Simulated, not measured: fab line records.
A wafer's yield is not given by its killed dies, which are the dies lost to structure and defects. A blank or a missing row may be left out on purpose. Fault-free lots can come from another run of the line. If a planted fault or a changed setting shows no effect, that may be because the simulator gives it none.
Which tool was responsible? | flow sky130 | Sampling: 15 lots, 45 wafers, 4 of 708 route steps

## WHAT THE GAUGES READ, wafer by wafer
SKY_VIA3_THK_MEAS_01. Usual: VIA3_HDPCVD_THK typically reads 1645 nm, with standard deviation 20.
lot  | measured     | on            | VIA3_HDPCVD_THK (nm) | flag
L695 | day 38 21:46 | film-metro-04 | 1620 1679 1643       |
L696 | day 39 02:10 | film-metro-04 | 1674 1646 1670       |
L699 | day 39 19:08 | film-metro-02 | 1656 1625 1641       |
L701 | day 40 14:42 | film-metro-04 | 1673 1611 1658       |
L702 | day 41 01:35 | film-metro-04 | 1637 1644 1639       |
L704 | day 41 09:09 | film-metro-04 | 1630 1643 1622       |
L705 | day 42 00:17 | film-metro-02 | 1633 1618 1615       |
L707 | day 42 10:50 | film-metro-03 | 1647 1671 1673       |
L709 | day 43 00:57 | film-metro-02 | 1636 1650 1663       |
L716 | day 45 08:46 | film-metro-02 | 1663 1664 1680       |
L717 | day 45 12:47 | film-metro-03 | 1627 1658 1647       |
L718 | day 45 07:36 | film-metro-02 | 1648 1609 1650       |

## WHAT TOOL EACH LOT RAN ON (gives the tool, then ch and the chambers of the sampled wafers, and finally the start)
lot  | SKY_NWELL_OXIDATION_01       | SKY_VIA2_SPUTTER_20          | SKY_CAPM_SPUTTER_02
L695 | furnace-02 ch 0, day 2 13:55 | pvd-sputter-04, day 36 14:19 | pvd-sputter-04, day 36 15:27
L696 | furnace-02 ch 0, day 2 19:10 | pvd-sputter-04, day 36 19:24 | pvd-sputter-04, day 36 20:19
L699 | furnace-02 ch 0, day 3 06:59 | pvd-sputter-01, day 37 12:40 | pvd-sputter-04, day 37 13:36
L701 | furnace-02 ch 0, day 3 20:15 | pvd-sputter-04, day 38 09:55 | pvd-sputter-04, day 38 10:49
L702 | furnace-01 ch 0, day 3 23:52 | pvd-sputter-01, day 38 21:41 | pvd-sputter-04, day 38 22:36
L704 | furnace-01 ch 0, day 4 12:17 | pvd-sputter-02, day 39 04:33 | pvd-sputter-04, day 39 05:28
L705 | furnace-01 ch 0, day 4 16:31 | pvd-sputter-01, day 39 21:54 | pvd-sputter-04, day 39 22:56
L707 | furnace-02 ch 0, day 4 23:55 | pvd-sputter-02, day 40 08:07 | pvd-sputter-03, day 40 09:02
L709 | furnace-01 ch 0, day 5 13:24 | pvd-sputter-04, day 40 22:55 | pvd-sputter-03, day 40 23:50
L712 | furnace-02, day 6 04:01      | -                            | -
L713 | furnace-02, day 6 11:33      | -                            | -
L714 | furnace-01, day 6 17:39      | -                            | -
L716 | furnace-02 ch 0, day 7 00:30 | pvd-sputter-04, day 43 08:08 | pvd-sputter-03, day 43 11:49
L717 | furnace-01 ch 0, day 7 05:46 | pvd-sputter-04, day 43 11:46 | pvd-sputter-04, day 43 14:09
L718 | furnace-02 ch 0, day 7 10:05 | pvd-sputter-04, day 43 07:52 | pvd-sputter-04, day 43 11:13
- SKY_NWELL_OXIDATION_01: stabilise 600 s, purge 300 s, target thk 10 nm.
- SKY_VIA2_SPUTTER_20: material TiN, target thk 20 nm, time 80 s.
- SKY_CAPM_SPUTTER_02: material TiN, target thk 200 nm, time 166.7 s.

## WHAT THE TOOLS THEMSELVES READ (means of the sampled wafers that have a number; where no wafer has one, the mark that the record gives instead)
SKY_NWELL_OXIDATION_01. Usual: ox-temp-c 900.0 C, standard deviation 0.38; ox-temp-c-max 904.9, standard deviation 1.3; spike-tc-lower-C 901.9 C, standard deviation 1.5.
lot  | tool       | ox-temp-c (C) | ox-temp-c-max | spike-tc-lower-C (C) | flag
L695 | furnace-02 | 900.0         | 906.5         | 901.1                |
L696 | furnace-02 | 900.4         | 906.0         | 901.0                |
L699 | furnace-02 | 899.8         | 905.9         | 900.8                |
L701 | furnace-02 | 899.7         | 905.1         | 900.0                |
L702 | furnace-01 | 900.0         | 904.1         | 903.3                |
L704 | furnace-01 | 900.0         | 904.0         | 904.2                |
L705 | furnace-01 | 899.9         | 903.8         | 903.2                |
L707 | furnace-02 | 899.7         | 904.9         | 901.3                |
L709 | furnace-01 | 900.0         | 904.2         | 903.2                |
L712 | furnace-02 | -             | -             | -                    | OFF
L713 | furnace-02 | -             | -             | -                    | OFF
L714 | furnace-01 | -             | -             | -                    | OFF
L716 | furnace-02 | 899.9         | 905.7         | 901.6                |
L717 | furnace-01 | 899.9         | 903.6         | 903.9                |
L718 | furnace-02 | 900.4         | 906.2         | 901.3                |

SKY_VIA2_SPUTTER_20. Usual: throttle-valve-pct 29.6 %, standard deviation 1.2.
lot  | tool           | throttle-valve-pct (%) | flag
L695 | pvd-sputter-04 | 29.6                   |
L696 | pvd-sputter-04 | 29.0                   |
L699 | pvd-sputter-01 | 30.2                   |
L701 | pvd-sputter-04 | 29.7                   |
L702 | pvd-sputter-01 | 30.9                   |
L704 | pvd-sputter-02 | 29.9                   |
L705 | pvd-sputter-01 | 31.0                   |
L707 | pvd-sputter-02 | 29.2                   |
L709 | pvd-sputter-04 | 29.8                   |
L716 | pvd-sputter-04 | 29.3                   |
L717 | pvd-sputter-04 | 29.5                   |
L718 | pvd-sputter-04 | 30.0                   |

SKY_CAPM_SPUTTER_02. Usual: throttle-valve-pct 29.6 %, standard deviation 1.1.
lot  | tool           | throttle-valve-pct (%) | flag
L695 | pvd-sputter-04 | 29.7                   |
L696 | pvd-sputter-04 | 30.6                   |
L699 | pvd-sputter-04 | 28.4                   |
L701 | pvd-sputter-04 | 30.0                   |
L702 | pvd-sputter-04 | 29.4                   |
L704 | pvd-sputter-04 | 28.3                   |
L705 | pvd-sputter-04 | 30.4                   |
L707 | pvd-sputter-03 | 29.8                   |
L709 | pvd-sputter-03 | 29.7                   |
L716 | pvd-sputter-03 | 29.9                   |
L717 | pvd-sputter-04 | 28.9                   |
L718 | pvd-sputter-04 | 30.3                   |

## THE ANSWER, worked out from the rows above alone
Rule: take the mean of a lot's wafers that have a number; if it is more than 3 standard deviations from the usual mean, the lot is off. Also off: a lot with no number at a reading for which 4 or more lots have one. All remaining lots with rows at the step are treated as sound. The gauges are gone through in route order, then the tools' own readings, and for those a lot's mean is taken as printed above. At the first step where some lot is off, the reading lying furthest off is the one used; lots without a number count as furthest.
Off at SKY_NWELL_OXIDATION_01 (ox-temp-c): L712, L713, L714. Without a number there: L712, L713, L714.
A tool fits if, at that step or a process step before it, it ran every lot that is off, and no sound lot after the first of them. None of those tried fits.

## WHAT THE SIMULATOR PUT IN
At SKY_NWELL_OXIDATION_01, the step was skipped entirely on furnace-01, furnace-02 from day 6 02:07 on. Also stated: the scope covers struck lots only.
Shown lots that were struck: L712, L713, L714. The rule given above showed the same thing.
